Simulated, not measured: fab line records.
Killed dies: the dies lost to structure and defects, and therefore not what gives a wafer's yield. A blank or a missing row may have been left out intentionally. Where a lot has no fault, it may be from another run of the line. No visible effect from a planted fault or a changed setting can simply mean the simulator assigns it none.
Which of the tools did it? + flow gf180mcu + 12 lots, 36 wafers sampled, at 5 steps of a route of 602

== WHAT EACH GAUGE READ, for each wafer ==
GF_NSD_CD_MEAS_07: target cd 400 nm.
| lot  | measured     | on        | cd nm (nm)        |
|------|--------------|-----------|-------------------|
| L495 | day 14 01:53 | cd sem-01 | 395.1 396.5 398.1 |
| L496 | day 14 05:24 | cd sem-01 | 399.8 400.7 400.2 |
| L497 | day 14 16:43 | cd sem-01 | 400.7 400.6 397.3 |
| L498 | day 15 01:47 | cd sem-02 | 400.3 402.1 400.1 |
| L499 | day 15 06:42 | cd sem-02 | 401.0 400.8 401.4 |
| L501 | day 16 04:37 | cd sem-02 | 398.9 400.1 403.4 |
| L502 | day 16 11:43 | cd sem-02 | 402.4 399.1 399.1 |
| L510 | day 19 10:40 | cd sem-02 | 398.0 399.2 400.1 |
| L511 | day 19 14:24 | cd sem-02 | 398.5 396.8 400.7 |
| L512 | day 19 20:17 | cd sem-01 | 402.3 401.4 403.1 |
| L514 | day 20 12:49 | cd sem-02 | 403.7 402.3 400.5 |
| L515 | day 21 07:02 | cd sem-01 | 405.3 406.5 402.4 |

GF_PSD_RS_MEAS_14: a four-point-probe measurement.
| lot  | measured     | on            | NSD_RS (ohm/sq)   |
|------|--------------|---------------|-------------------|
| L495 | day 14 23:40 | film metro-04 | 46.23 46.19 46.08 |
| L496 | day 15 02:59 | film metro-04 | 46.20 46.19 46.23 |
| L497 | day 15 15:29 | film metro-03 | 46.11 46.11 46.15 |
| L498 | day 16 00:19 | film metro-01 | 46.19 46.18 46.19 |
| L499 | day 16 05:29 | film metro-04 | 46.26 46.22 46.26 |
| L501 | day 17 04:47 | film metro-01 | 45.96 45.90 45.89 |
| L502 | day 17 12:02 | film metro-01 | 46.05 45.98 45.87 |
| L510 | day 20 12:11 | film metro-01 | 49.48 49.45 49.48 |
| L511 | day 20 14:49 | film metro-04 | 49.72 49.75 49.73 |
| L512 | day 20 21:05 | film metro-03 | 46.10 46.13 46.23 |
| L514 | day 21 14:07 | film metro-04 | 46.17 46.14 46.17 |
| L515 | day 22 07:41 | film metro-01 | 45.95 46.09 46.05 |

GF_PSD_RS_MEAS_15: a four-point-probe measurement.
| lot  | measured     | on            | PSD_RS (ohm/sq)   |
|------|--------------|---------------|-------------------|
| L495 | day 14 23:47 | film metro-04 | 109.1 108.9 108.8 |
| L496 | day 15 03:07 | film metro-04 | 109.0 108.7 109.1 |
| L497 | day 15 15:36 | film metro-03 | 109.0 108.7 109.1 |
| L498 | day 16 00:26 | film metro-01 | 108.7 108.9 108.7 |
| L499 | day 16 05:37 | film metro-04 | 108.8 108.9 108.9 |
| L501 | day 17 04:54 | film metro-01 | 108.2 107.9 108.1 |
| L502 | day 17 12:09 | film metro-01 | 108.8 108.0 108.4 |
| L510 | day 20 12:18 | film metro-01 | 126.5 126.3 126.3 |
| L511 | day 20 14:56 | film metro-04 | 126.9 127.3 127.1 |
| L512 | day 20 21:13 | film metro-03 | 108.8 108.8 109.2 |
| L514 | day 21 14:14 | film metro-04 | 109.0 108.8 108.6 |
| L515 | day 22 07:48 | film metro-01 | 108.1 108.7 108.7 |

== TOOL THAT RAN EACH LOT (tool first, then ch and the chambers of the sampled wafers, then the start) ==
| lot  | GF_VT_IMPLANT_RTA_45             | GF_PSD_RTA_13                    |
|------|----------------------------------|----------------------------------|
| L495 | rtp anneal-02 ch 0, day 8 04:19  | rtp anneal-01 ch 0, day 14 23:34 |
| L496 | rtp anneal-02 ch 0, day 8 06:23  | rtp anneal-02 ch 0, day 15 02:50 |
| L497 | rtp anneal-02 ch 0, day 8 17:40  | rtp anneal-01 ch 0, day 15 15:23 |
| L498 | rtp anneal-01 ch 0, day 8 21:47  | rtp anneal-01 ch 0, day 16 00:13 |
| L499 | rtp anneal-01 ch 0, day 9 03:35  | rtp anneal-02 ch 0, day 16 05:24 |
| L501 | rtp anneal-02 ch 0, day 9 21:40  | rtp anneal-02 ch 0, day 17 04:41 |
| L502 | rtp anneal-01 ch 0, day 10 03:20 | rtp anneal-02 ch 0, day 17 11:57 |
| L510 | rtp anneal-02 ch 0, day 12 12:16 | rtp anneal-01 ch 0, day 20 12:06 |
| L511 | rtp anneal-01 ch 0, day 12 12:32 | rtp anneal-01 ch 0, day 20 14:43 |
| L512 | rtp anneal-02 ch 0, day 12 19:38 | rtp anneal-02 ch 0, day 20 21:00 |
| L514 | rtp anneal-01 ch 0, day 13 10:44 | rtp anneal-02 ch 0, day 21 14:02 |
| L515 | rtp anneal-02 ch 0, day 13 23:47 | rtp anneal-02 ch 0, day 22 07:36 |
- GF_VT_IMPLANT_RTA_45: time 30 s.
- GF_PSD_RTA_13: time 20 s.

== AS READ BY THE TOOLS THEMSELVES (means over the sampled wafers that have a number; for cases with no such wafer, the mark the record gives instead) ==
GF_VT_IMPLANT_RTA_45.
| lot  | tool          | lamp power pct (%) | wafer_temp_C_max |
|------|---------------|--------------------|------------------|
| L495 | rtp anneal-02 | 41                 | 1054.6           |
| L496 | rtp anneal-02 | 41                 | 1055.4           |
| L497 | rtp anneal-02 | 41                 | 1055.3           |
| L498 | rtp anneal-01 | 33                 | 1057.5           |
| L499 | rtp anneal-01 | 33                 | 1055.2           |
| L501 | rtp anneal-02 | 41                 | 1055.8           |
| L502 | rtp anneal-01 | 33                 | 1055.8           |
| L510 | rtp anneal-02 | 41                 | 1056.2           |
| L511 | rtp anneal-01 | 33                 | 1056.7           |
| L512 | rtp anneal-02 | 41                 | 1055.4           |
| L514 | rtp anneal-01 | 33                 | 1055.1           |
| L515 | rtp anneal-02 | 41                 | 1054.2           |

GF_PSD_RTA_13.
| lot  | tool          | lamp power pct (%) | wafer_temp_C_max |
|------|---------------|--------------------|------------------|
| L495 | rtp anneal-01 | 31                 | 1032.1           |
| L496 | rtp anneal-02 | 40                 | 1029.7           |
| L497 | rtp anneal-01 | 31                 | 1031.4           |
| L498 | rtp anneal-01 | 31                 | 1030.7           |
| L499 | rtp anneal-02 | 40                 | 1029.7           |
| L501 | rtp anneal-02 | 40                 | 1030.9           |
| L502 | rtp anneal-02 | 40                 | 1029.6           |
| L510 | rtp anneal-01 | 29                 | 1004.6           |
| L511 | rtp anneal-01 | 29                 | 1004.0           |
| L512 | rtp anneal-02 | 40                 | 1029.9           |
| L514 | rtp anneal-02 | 40                 | 1030.6           |
| L515 | rtp anneal-02 | 40                 | 1029.5           |

== THE ANSWER, worked out from the rows above alone ==
Rule: usual is defined by the lots themselves. Put in order of their means at a reading, lots are off if they are a third of the lots or fewer, leave a main group of 4 or more, and stand apart from it by a gap of 3 or more times the standard deviation of the main group's means; of several such gaps the widest counts. A main group is skipped when, at the precision printed for the reading in the tables above, its means are all equal. A lot without any number at a reading at which 4 lots or more have one is off too. Any other lot the step has rows for is counted as sound. After the gauges, taken in route order, come the tools' own readings; for these a lot's mean is taken, as printed above. At the first step where some lot is off, the reading lying furthest off is the one used; lots without a number count as furthest.
Off: L510, L511, at GF_PSD_RS_MEAS_14 (NSD_RS). The main group has a mean of 46.12 ohm/sq with a standard deviation of 0.1.
A tool fits if, at a process step before that reading, it ran every lot that is off, and no sound lot after the first of them. The gauges at GF_PSD_RS_MEAS_14 aren't tried: what is off there is off at GF_PSD_RTA_13 too, on other tools, and a gauge's error can't cause that. One fits: rtp anneal-01 at GF_PSD_RTA_13. A fault onset in the window from L498 (day 16 00:13, its last sound lot) to L510 (day 20 12:06, its first lot off) fits.
The tool's own readings at GF_PSD_RTA_13 bear it out: on the lots that are off they differ by more than 5 times the standard deviation of the sound lots' means. wafer_temp_C_max reads 1004.3 there against 1030.4 on the sound lots.

== WHAT THE SIMULATOR PUT IN ==
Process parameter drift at GF_PSD_RTA_13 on rtp anneal-01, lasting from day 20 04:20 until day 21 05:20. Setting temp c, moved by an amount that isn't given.
Struck lots among those shown: L510, L511. The same result came from the rule above.
